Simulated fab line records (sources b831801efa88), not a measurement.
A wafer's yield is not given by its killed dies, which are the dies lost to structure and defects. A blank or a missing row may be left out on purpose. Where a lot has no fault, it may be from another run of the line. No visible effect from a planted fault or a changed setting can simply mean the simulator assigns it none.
2 desks looking at one fault ; flow gf180mcu ; every desk sees just its own numbers, and what lay behind them comes last

AT THE METROLOGY DESK
What the gauges read, lot by lot, whatever tool the lot ran on: means of the sampled wafers that have a number. A lot is out of limits, marked OUT, if its mean lies more than 4 standard deviations from the usual mean; the brackets give that distance.
Columns: A = V4_W_RS at GF_V4_RS_MEAS_24, usual 0.327 ohm/sq; B = V4_W_THK at GF_V4_THK_MEAS_25, usual 346 nm; C = MIM_CVD_05_THK at GF_MIM_THK_MEAS_06, usual 42.0 nm; D = MIM_ALCU_RS at GF_MIM_RS_MEAS_10, usual 0.1592 ohm/sq; E = MIM_ALCU_THK at GF_MIM_THK_MEAS_11, usual 200.6 nm; F = cd nm at GF_M5_CD_MEAS_07, usual 280.3 nm; G = M5_OVL at GF_M5_OVL_MEAS_08, usual -1 nm
lot;first seen here;A;B;C;D;E;F;G
L395;day 25 17:35;0.328;347;41.7;0.1596;199.6;281.1;3
L398;day 26 11:17;0.330;346;42.2;0.1576;202.4;278.9;1
L410;day 30 01:48;0.330;344;41.5;0.1581;201.6;280.4;1
L412;day 30 12:37;0.323;352;41.6;0.1614;198.1;280.5;1
L414;day 30 23:51;0.325;348;41.6;0.1602;199.3;278.6;1
Result from this desk: across the 5 lots, nothing is out of limits.

THE TOOL OWNER'S DESK: pvd sputter-01
The tool's own readings at GF_MIM_SPUTTER_09 (material TiN, target thk 35 nm, time 29.2 s): means of the sampled wafers that have a number, for each lot that ran on this tool. A lot is out of limits, marked OUT, if its mean lies more than 4 standard deviations from the usual mean; the brackets give that distance.
Columns: A = throttle valve pct at GF_MIM_SPUTTER_09, usual 29.9 %
lot;first seen here;A
L398;day 26 12:09;29.5
L410;day 30 02:40;29.8
Result from this desk: across the 2 lots, nothing is out of limits.

PUT TOGETHER
The metrology desk saw nothing out of limits.
The desk of the tool owner found nothing out of limits.

WHAT THE SIMULATOR HAD PUT IN
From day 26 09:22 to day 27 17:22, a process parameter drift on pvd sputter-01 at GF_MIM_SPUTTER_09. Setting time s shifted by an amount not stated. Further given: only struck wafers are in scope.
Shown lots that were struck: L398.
